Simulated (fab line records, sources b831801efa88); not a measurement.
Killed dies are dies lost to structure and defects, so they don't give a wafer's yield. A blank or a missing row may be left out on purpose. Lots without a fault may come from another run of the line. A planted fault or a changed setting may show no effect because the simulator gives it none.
Chamber matching | flow gf180mcu | GF_V3_CVD_00 on hdpcvd-02: 3 sister chambers
The step deposits SiO2, target thk 600 nm, time 100 s. 14 wafers are shown with their chamber, then 7 later ones without.

WAFERS WITH THEIR CHAMBER
wafer  | chamber | run_length_s (s) | pressure_mtorr (mTorr)
L236.2 | 2       | 127.7            | 6.000
L236.3 | 1       | 128.1            | 6.002
L236.5 | 0       | 128.7            | 5.993
L243.3 | 1       | 128.0            | 5.986
L243.4 | 1       | 127.4            | 6.009
L243.5 | 2       | 127.7            | 5.990
L249.3 | 0       | 129.0            | 6.003
L249.4 | 2       | 127.5            | 6.004
L249.5 | 1       | 127.5            | 5.995
L251.3 | 2       | 127.9            | 6.015
L251.5 | 0       | 128.5            | 5.998
L251.6 | 2       | 128.1            | 5.994
L255.2 | 2       | 127.7            | 6.005
L255.3 | 1       | 127.4            | 5.989

SIGNATURES (means of the wafers above)
reading        | chamber 0 | chamber 1 | chamber 2 | scatter within a chamber
run_length_s   | 128.733   | 127.680   | 127.767   | 0.271
pressure_mtorr | 5.99800   | 5.99620   | 6.00133   | 0.00851
Rule: a wafer's distance from a chamber is the root of the sum, over the readings, of the square of ((its reading less the chamber's mean) divided by the reading's scatter). The wafer belongs to the nearest chamber; if the next one is less than 2 further off, it can't be placed. The scatter: the root of (the sum of the squares of (reading less its chamber's mean) over the shown wafers, divided by (wafers less chambers)).

WAFERS WITHOUT THEIR CHAMBER
wafer  | run_length_s (s) | pressure_mtorr (mTorr)
L255.4 | 127.5            | 5.993
L257.3 | 128.6            | 5.997
L257.5 | 127.9            | 5.994
L257.6 | 127.7            | 6.002
L258.1 | 128.6            | 6.002
L258.2 | 127.7            | 6.002
L258.4 | 127.5            | 5.984

WHICH CHAMBER EACH WENT THROUGH
wafer  | from the rows above     | in truth
L255.4 | can't be placed: 1 or 2 | 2
L257.3 | 0                       | 0
L257.5 | can't be placed: 1 or 2 | 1
L257.6 | can't be placed: 2 or 1 | 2
L258.1 | 0                       | 0
L258.2 | can't be placed: 2 or 1 | 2
L258.4 | can't be placed: 1 or 2 | 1
Placed correctly: 2 of 7. Can't be placed from these rows: 5 (the true chamber is among the candidates in 5). Placed wrongly: 0.
